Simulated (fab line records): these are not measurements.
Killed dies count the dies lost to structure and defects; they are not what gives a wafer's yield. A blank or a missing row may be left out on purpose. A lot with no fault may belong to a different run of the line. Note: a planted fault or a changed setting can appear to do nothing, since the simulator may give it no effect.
8D (eight disciplines) problem report, filled in by code	flow gf180mcu	the parts of the form that need people (team, actions taken, sign-off) are left out

== 1. THE PROBLEM ==
At GF_M1_STRIP_17, stripTimeToEndpointS averages 6.47 s over 2 wafers from 2 lots, while fault-free wafers read 7.35 s, standard deviation 0.061. Relative to the usual mean, that is a shift of -14 standard deviations.
The step: strips in O2/N2.
First seen on wafer L583.2, day 22 00:22, on plasmaAsher-03. At this step, 33 wafers from 11 lots have a number in the record. Rule for "out", or "out of limits": more than 4 standard deviations from the usual mean. The other wafers with a number count as sound.

== 2. WHAT THIS IS AND IS NOT ==
question	is	is not
which readings at this step	stripTimeToEndpointS, oesProductAu	drypumpMotorCurrentA, heaterPowerW
which lots	L583, L587	L572, L577, L578, L579, L580, L581, L591, L592, L593
which wafers of those lots	L583.2, L587.2	L583.1, L583.6, L587.1, L587.5
read on which tools	plasmaAsher-01, plasmaAsher-03	plasmaAsher-04
when	from day 22 00:22	up to then (20 sound wafers); but 11 sound wafers of L587, L591, L592, L593 came after

== 3. THE SUSPECTS, EACH WITH WHAT RULES IT OUT ==
Counting: any tool at a process step up to the reading remains a suspect provided it ran every lot that is out. Sound lots after the first of them don't rule it out here, since some wafers of a struck lot are sound.
- rieDiel-01 at GF_CONTACT_ETCH_16 (etches BARC in N2/H2): kept. Every lot that is out went through it, the first being L583 (day 20 23:16); the last sound lot it ran before that was L581 (day 19 23:22).
- rieMetal-04 at GF_M1_METAL_ETCH_16 (etches the open film in Cl2/BCl3, stops on SiO2, target depth 750.8 nm, time 125.1 s): kept. Every lot that is out went through it, the first being L583 (day 22 00:07); the last sound lot it ran before that was L579 (day 20 07:10).
What counting leaves: rieDiel-01 at GF_CONTACT_ETCH_16 and rieMetal-04 at GF_M1_METAL_ETCH_16.

== 4. THE CAUSE (what the simulator had put in) ==
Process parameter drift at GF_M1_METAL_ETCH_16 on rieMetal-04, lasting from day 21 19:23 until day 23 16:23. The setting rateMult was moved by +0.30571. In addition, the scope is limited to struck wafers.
2 suspects survive the count, and this tool is in that group.

== 5. THE CHAIN OF EFFECTS, in route order ==
Each row: a reading where the mean over the struck wafers with a number is more than 3 standard deviations away from the usual. Only readings whose record carries a usual standard deviation are examined. hours: median over the lots of the time between each lot's start at the first step of this table that gives one and its start at this step. sigmas: the change, counted in usual standard deviations.
hours	step	reading	usual	on struck wafers	change	sigmas
0	GF_M1_STRIP_17	oesProductAu	0.536 a.u.	0.501	-0.035	-7.3
0	GF_M1_STRIP_17	stripTimeToEndpointS	7.35 s	6.47	-0.88	-14
Here are the process steps it includes:
- GF_M1_STRIP_17: strips in O2/N2.

== 6. WHAT WOULD HAVE CAUGHT IT SOONER ==
First out-of-limits reading in this record: day 22 00:22, which is 5 hours after fault onset at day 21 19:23.
Tool readings at GF_M1_METAL_ETCH_16 with a usual standard deviation given in the record: none out on any struck wafer, hence no alarm at a limit of 4 standard deviations on them.
L587, from the lots that are out (2), started GF_M1_METAL_ETCH_16 on rieMetal-04 later than day 22 00:22. Holding the tool at that time would have saved it.
